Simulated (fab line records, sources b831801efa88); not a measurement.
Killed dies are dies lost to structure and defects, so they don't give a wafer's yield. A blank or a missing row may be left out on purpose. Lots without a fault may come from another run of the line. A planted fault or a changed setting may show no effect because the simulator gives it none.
Split-lot experiment | flow sky130 | 5 lots, 23 wafers read, on a route of 708 steps

THE SPLIT
At SKY_LDD_HVP_IMPLANT_08, the setting energy_kev was moved away from the recipe's 20 on 5 of the 23 wafers read, by -4.3% to -3.5%. The other wafers ran this setting at the recipe's value.

The reading is taken at the split's own step.

THE READING
implant.drp_nm (the simulator's own value, which no gauge read), in nm, at SKY_LDD_HVP_IMPLANT_08. The file gives no usual value for it.

wafer  | tool, chamber at the split | energy_kev as run | against the recipe | implant.drp_nm, nm | against lot-mates on the recipe
L077.1 | implanter-04, 0            | 20                | recipe             | 28.53              | -
L077.2 | implanter-04, 0            | 20                | recipe             | 28.53              | -
L077.3 | implanter-04, 0            | 19.31             | -3.5%              | 27.84              | -0.69
L077.4 | implanter-04, 0            | 19.31             | -3.5%              | 27.84              | -0.69
L077.6 | implanter-04, 0            | 19.31             | -3.5%              | 27.84              | -0.69
L074.1 | implanter-01, 0            | 20                | recipe             | 28.53              | -
L074.4 | implanter-01, 0            | 20                | recipe             | 28.53              | -
L074.5 | implanter-01, 0            | 20                | recipe             | 28.53              | -
L078.1 | implanter-01, 0            | 20                | recipe             | 28.53              | -
L078.2 | implanter-01, 0            | 20                | recipe             | 28.53              | -
L078.3 | implanter-01, 0            | 20                | recipe             | 28.53              | -
L078.4 | implanter-01, 0            | 20                | recipe             | 28.53              | -
L078.5 | implanter-01, 0            | 20                | recipe             | 28.53              | -
L082.1 | implanter-04, 0            | 20                | recipe             | 28.53              | -
L082.2 | implanter-04, 0            | 20                | recipe             | 28.53              | -
L082.3 | implanter-04, 0            | 20                | recipe             | 28.53              | -
L082.4 | implanter-04, 0            | 20                | recipe             | 28.53              | -
L082.5 | implanter-04, 0            | 20                | recipe             | 28.53              | -
L083.1 | implanter-01, 0            | 19.14             | -4.3%              | 27.66              | -0.87
L083.6 | implanter-01, 0            | 19.14             | -4.3%              | 27.66              | -0.87
L083.2 | implanter-01, 0            | 20                | recipe             | 28.53              | -
L083.4 | implanter-01, 0            | 20                | recipe             | 28.53              | -
L083.5 | implanter-01, 0            | 20                | recipe             | 28.53              | -

THE FIT
A straight line over all 23 wafers: implant.drp_nm changes by +0.201 nm for each +1% of energy_kev; r = +1.00; the points scatter about the line by 0.0022 nm.
The same after taking each lot's own level away (the mean of its wafers on the recipe; 23 wafers): +0.201 nm for each +1%; r = +1.00; scatter 0.0022 nm.
On that fit, the largest move of energy_kev shifts the reading by 0.87 nm.
The lots' own levels span 28.530 to 28.530 nm.
So the lot-to-lot level changes the slope little: the two slopes agree.
Check: with one of the wafers moved furthest among these (-4.3%) left out of the fit, the line predicts -0.863 nm for it against its lot-mates. It came out at -0.87 nm against them.

OTHER SPLITS ON THESE WAFERS
These wafers also went through other splits before the reading. Each is held against what the fit with the lots' levels taken away leaves over:
other split on the same wafers      | wafers away from the commonest value | r with implant.drp_nm (lot level and that fit taken away)
SKY_LDD_N_COAT_02 spin_rpm          | 6                                    | -0.47
SKY_LDD_N_IMPLANT_10 dose_cm2       | 7                                    | +0.23
SKY_LDD_P_COAT_02 resist_thk_nm     | 8                                    | -0.33
SKY_LDD_P_DEVELOP_06 develop_time_s | 5                                    | -0.01
SKY_LDD_HVN_IMPLANT_08 energy_kev   | 9                                    | +0.09

THE WHOLE CHAIN: every reading that the file lists as answering this split, in the file's order
step                   | what it does | reading                                                         | change (the file's fit)               | r (the file's)
SKY_LDD_HVP_IMPLANT_08 |              | implant.rp_nm (the simulator's own value, which no gauge read)  | +0.624 nm for each +1% of the setting | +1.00
SKY_LDD_HVP_IMPLANT_08 |              | implant.drp_nm (the simulator's own value, which no gauge read) | +0.202 nm for each +1% of the setting | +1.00

THE FILE'S OWN FIT
implant.drp_nm changes by +0.202 nm for each +1% of energy_kev, r = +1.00.
